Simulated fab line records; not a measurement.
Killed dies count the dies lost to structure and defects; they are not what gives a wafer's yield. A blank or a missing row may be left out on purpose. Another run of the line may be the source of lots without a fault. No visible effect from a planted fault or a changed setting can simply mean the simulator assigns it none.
fab line records | flow sky130
record lots=13 | wafers=39 | lastDay=50
route steps=708 shown VT_ADJUST_LVTN@117 VT_ADJUST_HVTR@142 SONOS_TUNNEL@163 SONOS_ONO@185 PAD_OPEN@708
lots with no fault: from the same line, run without faults
startH: hours from the record's opening day to when the first of the lot's shown wafers began | waitH: hours elapsed since this lot's preceding step | " identical to the entry in the row above | L1.1+2: one row covering several wafers at once | - no value present, or no start provided | * or withheld: withheld | < > ~ a bound
route shown NAME@n: names a module that has steps shown in the file, with the first one's number in the route | usual: average and standard deviation across the fault-free wafers | same: alike in all rows | chamber/n: place in a boat | sites: per-site readings | _std_site: how widely they spread, as a standard deviation | _edge_site: inner sites' mean taken away from outer sites' mean | radiusMm: how far each site lies from the wafer's centre | mask NAME#n: copy n | behind: the tool/chamber that last shaped the wafer | hold: why the lot was held/for how many hours/how that ended | device: names the non-switching transistor (n, p or np) | end of line: the tests these same wafers got at the end of their route | for a step that has no rows: nothing shown but its recipe | killed: the dies lost at the first sort to structure and to defects; this is not the yield of the wafer | map: a wafer's dies, marking killed ones x, the rest . and places with no die _
set.NAME: the setting that was run; set.NAME@STEP: the one run at that earlier step | model.NAME: the simulator's own value behind a step, which no gauge read
one table for each step of the route and one row for each wafer, over a sample of lots
services: a tool's chamber out of use, with start hour (startH, from the record's first day; less than 0 if before it), hours out, and reason
## steps
# step SKY_VT_ADJUST_LVTN_STRIP_20
# recipe chemistry=O2/N2 | powerW=1400 | pressureMtorr=1500 | platenTempC=withheld | o2FlowSccm=3000 | n2FlowSccm=300 | overashFraction=0.5
# usual drypumpMotorCurrentA=5.5/0.38 | oesProductAu=0.716/0.0046 | stripTimeToEndpointS=14.17/0.036
lot.wafer | tool           | chamber | startH | waitH | drypumpMotorCurrentA | oesProductAu | rfHoursCounterH | stripTimeToEndpointS
L874.1    | plasmaAsher-01 | 0       | 159.22 | 0.1   | 5.3                  | 0.715        | 4               | 14.18
L874.2    | "              | 1       | "      | "     | 5.8                  | 0.715        | 4               | 14.18
L874.4    | "              | 0       | "      | "     | 5.4                  | 0.715        | -               | 14.18
L878.2    | plasmaAsher-01 | 0       | 187.07 | 0.1   | 5.4                  | 0.719        | 7               | 14.17
L878.3    | "              | 1       | "      | "     | 5.8                  | 0.716        | -               | 14.21
L878.6    | "              | 1       | "      | "     | 5.8                  | 0.715        | -               | 14.22
L880.2    | plasmaAsher-01 | 1       | 200.37 | 0.1   | 5.8                  | 0.716        | 8               | 14.20
L880.4    | "              | 0       | "      | "     | 5.3                  | 0.721        | -               | 14.15
L880.6    | "              | 1       | "      | "     | 5.8                  | 0.712        | -               | 14.17
L885.1    | plasmaAsher-03 | 0       | 237.37 | 0.1   | 5.8                  | 0.712        | 56              | 14.18
L885.3    | "              | 0       | "      | "     | 5.8                  | 0.715        | -               | 14.15
L885.4    | "              | 1       | "      | "     | 6.0                  | 0.717        | -               | 14.14
L883.1    | plasmaAsher-03 | 1       | 238.37 | 0.1   | 5.9                  | 0.710        | 56              | 14.19
L883.5    | "              | 0       | "      | "     | 5.8                  | 0.724        | -               | 14.16
L883.6    | "              | 1       | "      | "     | 6.0                  | 0.726        | -               | 14.20
L887.2    | plasmaAsher-02 | 0       | 256.77 | 0.1   | 5.0                  | 0.712        | 58              | 14.17
L887.5    | "              | 1       | "      | "     | 4.9                  | 0.716        | -               | 14.17
L887.6    | "              | 0       | "      | "     | 5.0                  | 0.715        | -               | 14.15
L889.2    | plasmaAsher-01 | 1       | 263.67 | 0.1   | 5.8                  | 0.719        | 14              | 14.16
L889.3    | "              | 0       | "      | "     | 5.3                  | 0.708        | -               | 14.18
L889.4    | "              | 1       | "      | "     | 5.8                  | 0.720        | -               | 14.20
L891.2    | plasmaAsher-02 | 1       | 271.67 | 0.1   | 4.9                  | 0.712        | 60              | 14.18
L891.3    | "              | 1       | "      | "     | 4.9                  | 0.720        | -               | 14.15
L891.5    | "              | 1       | "      | "     | 4.9                  | 0.716        | -               | 14.18
L893.1    | plasmaAsher-01 | 1       | 291.47 | 0.1   | 5.8                  | 0.711        | 17              | 14.17
L893.5    | "              | 1       | "      | "     | 5.8                  | 0.709        | -               | 14.14
L893.6    | "              | 0       | "      | "     | 5.3                  | 0.715        | -               | 14.19
L894.1    | plasmaAsher-03 | 0       | 295.42 | 0.1   | 5.8                  | 0.721        | 60              | 14.16
L894.3    | "              | 0       | "      | "     | 5.8                  | 0.712        | -               | 14.15
L894.4    | "              | 1       | "      | "     | 6.0                  | 0.712        | -               | 14.12
L895.2    | plasmaAsher-02 | 1       | 299.29 | 0.1   | 4.9                  | 0.716        | 62              | 14.12
L895.4    | "              | 0       | "      | "     | 5.0                  | 0.711        | -               | 14.17
L895.5    | "              | 1       | "      | "     | 4.9                  | 0.721        | -               | 14.12
L896.1    | plasmaAsher-03 | 1       | 315.79 | 0.1   | 6.0                  | 0.718        | 62              | 14.25
L896.2    | "              | 0       | "      | "     | 5.9                  | 0.711        | 62              | 14.22
L896.6    | "              | 1       | "      | "     | 6.0                  | 0.709        | -               | 14.17
L897.3    | plasmaAsher-03 | 1       | 324.45 | 0.1   | 6.0                  | 0.728        | -               | 14.12
L897.5    | "              | 1       | "      | "     | 6.0                  | 0.712        | -               | 14.19
L897.6    | "              | 0       | "      | "     | 5.8                  | 0.720        | -               | 14.16
# step SKY_VT_ADJUST_HVTR_TW_MEAS_11
# usual VT_ADJUST_HVTR_TW=211.0/1.4
lot.wafer | tool         | chamber | startH | waitH | VT_ADJUST_HVTR_TW
L874.1    | filmMetro-03 | -       | 199.16 | 0.1   | 211.7
L874.2    | "            | -       | "      | "     | 212.2
L874.4    | "            | -       | "      | "     | 212.5
L878.2    | filmMetro-03 | -       | 231.37 | 0.1   | 212.1
L878.3    | "            | -       | "      | "     | 211.5
L878.6    | "            | -       | "      | "     | 211.7
L880.2    | filmMetro-03 | -       | 245.45 | 0.1   | 213.0
L880.4    | "            | -       | "      | "     | 213.5
L880.6    | "            | -       | "      | "     | 213.3
L885.1    | filmMetro-02 | -       | 284.81 | 0.1   | 209.8
L885.3    | "            | -       | "      | "     | 209.1
L885.4    | "            | -       | "      | "     | 209.5
L883.1    | filmMetro-01 | -       | 285.91 | 0.1   | 211.1
L883.5    | "            | -       | "      | "     | 210.8
L883.6    | "            | -       | "      | "     | 210.9
L887.2    | filmMetro-02 | -       | 306.00 | 0.1   | 211.7
L887.5    | "            | -       | "      | "     | 211.1
L887.6    | "            | -       | "      | "     | 211.5
L889.2    | filmMetro-02 | -       | 314.22 | 0.1   | 210.1
L889.3    | "            | -       | "      | "     | 208.5
L889.4    | "            | -       | "      | "     | 209.2
L891.2    | filmMetro-01 | -       | 323.35 | 0.1   | 210.2
L891.3    | "            | -       | "      | "     | 210.1
L891.5    | "            | -       | "      | "     | 210.4
L893.1    | filmMetro-02 | -       | 343.54 | 0.1   | 209.1
L893.5    | "            | -       | "      | "     | 211.3
L893.6    | "            | -       | "      | "     | 208.9
L894.1    | filmMetro-03 | -       | 348.56 | 0.1   | 213.8
L894.3    | "            | -       | "      | "     | 212.5
L894.4    | "            | -       | "      | "     | 213.0
L895.2    | filmMetro-03 | -       | 351.32 | 0.1   | 213.3
L895.4    | "            | -       | "      | "     | 212.6
L895.5    | "            | -       | "      | "     | 213.6
L896.1    | filmMetro-03 | -       | 369.79 | 0.1   | 212.9
L896.2    | "            | -       | "      | "     | 214.5
L896.6    | "            | -       | "      | "     | 212.8
L897.3    | filmMetro-01 | -       | 378.98 | 0.1   | 211.5
L897.5    | "            | -       | "      | "     | 212.5
L897.6    | "            | -       | "      | "     | 211.4
# step SKY_SONOS_TUNNEL_IMPLANT_09
# recipe species=B | energyKev=20 | doseCm2=1e+12 | tiltDeg=withheld
# usual beamEnergyKeV=20.000/0.0061
lot.wafer | tool         | chamber | startH | waitH | beamEnergyKeV
L874.1    | implanter-03 | 0       | 243.14 | 0.0   | 19.992
L874.2    | "            | 0       | "      | "     | 19.997
L874.4    | "            | 0       | "      | "     | 19.996
L878.2    | implanter-04 | 0       | 278.21 | 0.0   | 19.999
L878.3    | "            | 0       | "      | "     | 19.990
L878.6    | "            | 0       | "      | "     | 19.993
L880.2    | implanter-03 | 0       | 294.08 | 0.0   | 19.998
L880.4    | "            | 0       | "      | "     | 19.990
L880.6    | "            | 0       | "      | "     | 20.004
L885.1    | implanter-04 | 0       | 336.74 | 0.0   | 23.000
L885.3    | "            | 0       | "      | "     | 22.991
L885.4    | "            | 0       | "      | "     | 22.994
L883.1    | implanter-04 | 0       | 338.11 | 0.0   | 22.999
L883.5    | "            | 0       | "      | "     | 22.990
L883.6    | "            | 0       | "      | "     | 22.988
L887.2    | implanter-03 | 0       | 359.23 | 0.0   | 20.004
L887.5    | "            | 0       | "      | "     | 20.004
L887.6    | "            | 0       | "      | "     | 19.994
L889.2    | implanter-02 | 0       | 367.08 | 0.0   | 20.003
L889.3    | "            | 0       | "      | "     | 20.002
L889.4    | "            | 0       | "      | "     | 19.999
L891.2    | implanter-03 | 0       | 377.66 | 0.0   | 20.000
L891.3    | "            | 0       | "      | "     | 20.011
L891.5    | "            | 0       | "      | "     | 20.011
L893.1    | implanter-04 | 0       | 397.64 | 0.0   | 19.998
L893.5    | "            | 0       | "      | "     | 19.995
L893.6    | "            | 0       | "      | "     | 19.996
L894.1    | implanter-03 | 0       | 402.89 | 0.0   | 20.001
L894.3    | "            | 0       | "      | "     | 19.997
L894.4    | "            | 0       | "      | "     | 19.994
L895.2    | implanter-04 | 0       | 405.53 | 0.0   | 19.998
L895.4    | "            | 0       | "      | "     | 19.996
L895.5    | "            | 0       | "      | "     | 20.002
L896.1    | implanter-02 | 0       | 426.21 | 0.0   | 20.009
L896.2    | "            | 0       | "      | "     | 20.017
L896.6    | "            | 0       | "      | "     | 20.014
L897.3    | implanter-04 | 0       | 436.46 | 0.1   | 20.003
L897.5    | "            | 0       | "      | "     | 19.996
L897.6    | "            | 0       | "      | "     | 19.997
# step SKY_SONOS_ONO_STRIP_17
# recipe chemistry=O2/N2 | powerW=1400 | pressureMtorr=1500 | platenTempC=withheld | o2FlowSccm=3000 | n2FlowSccm=300 | overashFraction=0.5
# usual drypumpMotorCurrentA=5.5/0.43 | oesProductAu=0.709/0.0044 | stripTimeToEndpointS=14.08/0.033
lot.wafer | tool           | chamber | startH | waitH | drypumpMotorCurrentA | oesProductAu | rfHoursCounterH | stripTimeToEndpointS
L874.1    | plasmaAsher-02 | 1       | 273.71 | 0.0   | 4.9                  | 0.714        | 60              | 14.07
L874.2    | "              | 0       | "      | "     | 5.0                  | 0.705        | 60              | 14.13
L874.4    | "              | 1       | "      | "     | 4.9                  | 0.708        | -               | 14.05
L878.2    | plasmaAsher-02 | 0       | 308.99 | 0.0   | 5.0                  | 0.706        | 63              | 14.09
L878.3    | "              | 1       | "      | "     | 4.9                  | 0.712        | -               | 14.07
L878.6    | "              | 1       | "      | "     | 4.9                  | 0.701        | -               | 14.06
L880.2    | plasmaAsher-03 | 1       | 326.13 | 0.0   | 6.0                  | 0.707        | 63              | 14.08
L880.4    | "              | 1       | "      | "     | 6.0                  | 0.713        | -               | 14.04
L880.6    | "              | 0       | "      | "     | 5.8                  | 0.713        | -               | 14.08
L885.1    | plasmaAsher-02 | 0       | 372.52 | 0.0   | 5.0                  | 0.710        | 71              | 14.09
L885.3    | "              | 0       | "      | "     | 5.0                  | 0.710        | -               | 14.07
L885.4    | "              | 1       | "      | "     | 5.0                  | 0.709        | -               | 14.07
L883.1    | plasmaAsher-03 | 0       | 372.82 | 0.0   | 5.8                  | 0.711        | 69              | 14.10
L883.5    | "              | 0       | "      | "     | 5.8                  | 0.705        | -               | 14.04
L883.6    | "              | 1       | "      | "     | 5.9                  | 0.712        | -               | 14.10
L887.2    | plasmaAsher-01 | 1       | 393.79 | 0.0   | 5.8                  | 0.710        | 22              | 14.06
L887.5    | "              | 1       | "      | "     | 5.8                  | 0.707        | -               | 14.05
L887.6    | "              | 0       | "      | "     | 5.3                  | 0.711        | -               | 14.08
L889.2    | plasmaAsher-03 | 1       | 420.83 | 0.0   | 5.9                  | 0.696        | 74              | 14.09
L889.3    | "              | 0       | "      | "     | 5.8                  | 0.710        | -               | 14.05
L889.4    | "              | 1       | "      | "     | 6.0                  | 0.712        | -               | 14.13
L891.2    | plasmaAsher-02 | 1       | 421.78 | 0.0   | 4.9                  | 0.708        | 76              | 14.10
L891.3    | "              | 1       | "      | "     | 4.9                  | 0.707        | -               | 14.07
L891.5    | "              | 0       | "      | "     | 5.0                  | 0.708        | -               | 14.08
L893.1    | plasmaAsher-01 | 1       | 435.84 | 0.0   | 5.8                  | 0.717        | 26              | 14.10
L893.5    | "              | 1       | "      | "     | 5.8                  | 0.707        | -               | 14.10
L893.6    | "              | 0       | "      | "     | 5.3                  | 0.717        | -               | 14.10
L894.1    | plasmaAsher-02 | 0       | 441.52 | 0.0   | 5.0                  | 0.713        | 79              | 14.03
L894.3    | "              | 1       | "      | "     | 4.9                  | 0.703        | -               | 14.01
L894.4    | "              | 0       | "      | "     | 5.0                  | 0.705        | -               | 14.07
L895.2    | plasmaAsher-03 | 1       | 441.61 | 0.0   | 6.0                  | 0.714        | 1               | 14.10
L895.4    | "              | 0       | "      | "     | 5.8                  | 0.701        | -               | 14.06
L895.5    | "              | 1       | "      | "     | 6.0                  | 0.709        | -               | 14.09
L896.1    | plasmaAsher-03 | 1       | 463.85 | 0.0   | 6.0                  | 0.715        | 4               | 14.09
L896.2    | "              | 0       | "      | "     | 5.8                  | 0.707        | 4               | 14.10
L896.6    | "              | 1       | "      | "     | 6.0                  | 0.702        | -               | 14.13
L897.3    | plasmaAsher-03 | 1       | 471.25 | 0.0   | 5.9                  | 0.710        | -               | 14.07
L897.5    | "              | 0       | "      | "     | 5.8                  | 0.714        | -               | 14.07
L897.6    | "              | 1       | "      | "     | 5.9                  | 0.713        | -               | 14.10
# step SKY_PAD_OPEN_PROBE_99
# usual killed_at_M0_to_M3=43/6.5 | killed_at_M4_up=3.1/1.8 | killedAtContacts=24/4.8 | killedAtFrontEnd=15/4.7 | killedAtOther=0.3/0.58 | killedDies=86/8.6 | killedOpen=47/6.7 | killedShort=39/6.1
# same grossDies=492 | killedAtBackSide=0
lot.wafer | tool      | chamber | startH  | waitH | killed_at_M0_to_M3 | killed_at_M4_up | killedAtContacts | killedAtFrontEnd | killedAtOther | killedDies | killedOpen | killedShort
L885.1    | prober-01 | -       | 1137.43 | 0.1   | 50                 | 1               | 23               | 13               | 0             | 87         | 35         | 52
L885.3    | prober-01 | -       | 1137.53 | 0.2   | 52                 | 4               | 26               | 16               | 0             | 98         | 50         | 48
L885.4    | prober-01 | -       | 1137.58 | 0.2   | 36                 | 4               | 17               | 19               | 1             | 77         | 46         | 31
L883.1    | prober-01 | -       | 1143.43 | 0.1   | 39                 | 2               | 30               | 15               | 1             | 87         | 45         | 42
L883.5    | prober-01 | -       | 1143.63 | 0.2   | 44                 | 8               | 16               | 11               | 1             | 80         | 50         | 30
L883.6    | prober-01 | -       | 1143.68 | 0.2   | 50                 | 4               | 25               | 16               | 1             | 96         | 50         | 46
L887.2    | prober-02 | -       | 1157.12 | 0.1   | 52                 | 2               | 28               | 12               | 0             | 94         | 52         | 42
L887.5    | prober-02 | -       | 1157.27 | 0.2   | 44                 | 7               | 23               | 20               | 0             | 94         | 42         | 52
L887.6    | prober-02 | -       | 1157.32 | 0.2   | 35                 | 3               | 26               | 19               | 0             | 83         | 48         | 35
# killed by level:class
L885.1 VIA1:geometricParticle:open=11 CONTACT:geometricParticle:open=9 METAL2:geometricParticle:short=8 VIA1:geometricParticle:short=8 METAL3:geometricParticle:short=7 VIA3:geometricParticle:open=5 POLY_GATE:geometricParticle:short=4 SPACER:geometricParticle:short=4
L885.3 VIA1:geometricParticle:open=16 METAL2:geometricParticle:short=10 CONTACT:geometricParticle:open=9 LOCAL_INTERCONNECT:geometricParticle:short=7 FIELD_ISO:geometricParticle:short=4 LI_CONTACT:geometricParticle:open=4 METAL1:geometricParticle:short=4 VIA3:geometricParticle:open=4
L885.4 VIA1:geometricParticle:open=11 CONTACT:geometricParticle:open=10 POLY_GATE:geometricParticle:short=7 METAL2:geometricParticle:short=5 FIELD_ISO:geometricParticle:open=4 POLY_GATE:geometricParticle:open=4 METAL1:geometricParticle:short=4 VIA2:geometricParticle:open=4
L883.1 CONTACT:geometricParticle:open=14 VIA1:geometricParticle:open=9 LOCAL_INTERCONNECT:geometricParticle:short=8 METAL2:geometricParticle:short=7 METAL1:geometricParticle:short=5 POLY_GATE:geometricParticle:open=5 VIA2:geometricParticle:open=5 POLY_GATE:geometricParticle:short=4
L883.5 VIA1:geometricParticle:open=13 VIA3:geometricParticle:open=10 LI_CONTACT:geometricParticle:open=5 CONTACT:geometricParticle:open=5 METAL1:geometricParticle:short=4 VIA1:geometricParticle:short=4 VIA2:geometricParticle:open=4 METAL4:geometricParticle:open=4
L883.6 VIA1:geometricParticle:open=12 METAL2:geometricParticle:short=11 CONTACT:geometricParticle:open=10 FIELD_ISO:geometricParticle:short=5 LI_CONTACT:geometricParticle:open=5 CONTACT:geometricParticle:short=5 METAL1:geometricParticle:short=5 METAL2:geometricParticle:open=5
L887.2 CONTACT:geometricParticle:open=12 VIA1:geometricParticle:short=11 VIA1:geometricParticle:open=8 VIA2:geometricParticle:open=7 METAL1:geometricParticle:short=7 LI_CONTACT:geometricParticle:open=6 METAL3:geometricParticle:short=6 LOCAL_INTERCONNECT:geometricParticle:short=5
L887.5 CONTACT:geometricParticle:open=9 VIA1:geometricParticle:open=8 FIELD_ISO:geometricParticle:short=7 METAL2:geometricParticle:short=7 LOCAL_INTERCONNECT:geometricParticle:short=6 METAL4:geometricParticle:short=6 VIA3:geometricParticle:open=6 POLY_GATE:geometricParticle:short=5
L887.6 CONTACT:geometricParticle:open=12 VIA3:geometricParticle:open=9 FIELD_ISO:geometricParticle:open=8 METAL2:geometricParticle:short=7 LI_CONTACT:geometricParticle:open=6 VIA1:geometricParticle:open=6 FIELD_ISO:geometricParticle:short=5 METAL1:geometricParticle:short=4
## services
tool           | chamber | startH | hours | kind
implanter-02   | -       | 148.62 | 2.8   | repair
implanter-03   | -       | 162.59 | 3.6   | pm
implanter-02   | -       | 173.09 | 5.6   | repair
implanter-04   | -       | 207.75 | 8.5   | repair
plasmaAsher-03 | -       | 261.69 | 14.6  | pm
implanter-04   | -       | 292.84 | 6.4   | pm
implanter-02   | -       | 305.81 | 3.9   | repair
plasmaAsher-01 | -       | 310.31 | 49.4  | repair
plasmaAsher-01 | -       | 330.98 | 1.9   | repair
implanter-03   | -       | 338.75 | 7.7   | repair
implanter-02   | -       | 373.13 | 18.2  | repair
implanter-03   | -       | 373.17 | 1.5   | repair
implanter-02   | -       | 379.66 | 4.1   | repair
plasmaAsher-03 | -       | 382.99 | 1.5   | repair
plasmaAsher-02 | -       | 386.27 | 1.2   | repair
plasmaAsher-01 | -       | 419.64 | 2.3   | repair
plasmaAsher-03 | -       | 421.25 | 9.0   | pm
plasmaAsher-03 | 0       | 421.25 | 9.0   | ventCycle
plasmaAsher-03 | 1       | 421.25 | 9.0   | ventCycle
implanter-04   | -       | 432.14 | 2.2   | repair
implanter-03   | -       | 434.52 | 0.9   | repair
plasmaAsher-01 | -       | 439.77 | 1.3   | repair
plasmaAsher-01 | -       | 440.70 | 2.7   | repair
plasmaAsher-02 | -       | 450.08 | 9.2   | repair
## key
firstSign step=SKY_SONOS_TUNNEL_IMPLANT_09 | reading=beamEnergyKeV | direction=up | sigmas=99+ | usual=* | struck=*
effect none on later readings
metAt SKY_SONOS_TUNNEL_IMPLANT_09
struckLots L883,L885
testerLeftOut L883,L885
notActingAt SKY_VT_ADJUST_LVTN_STRIP_20,SKY_VT_ADJUST_HVTR_TW_MEAS_11,SKY_SONOS_ONO_STRIP_17
onsetBetween 278.21 336.74
fault kind=processParameterDrift | tool=implanter-04 | chamber=- | onsetH=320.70 | steps=SKY_SONOS_TUNNEL_IMPLANT_09 | channel=energyKev | offset=* | shape=step | endH=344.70 | actsIn=* | stated=*
# testerLeftOut: of these lots the tester's yield and bins aren't shown, on N5 and GAA mostly nor the transistor test; their killed dies are dies lost to structure and defects alone, not to doping, threshold or leakage, so they don't give the yield
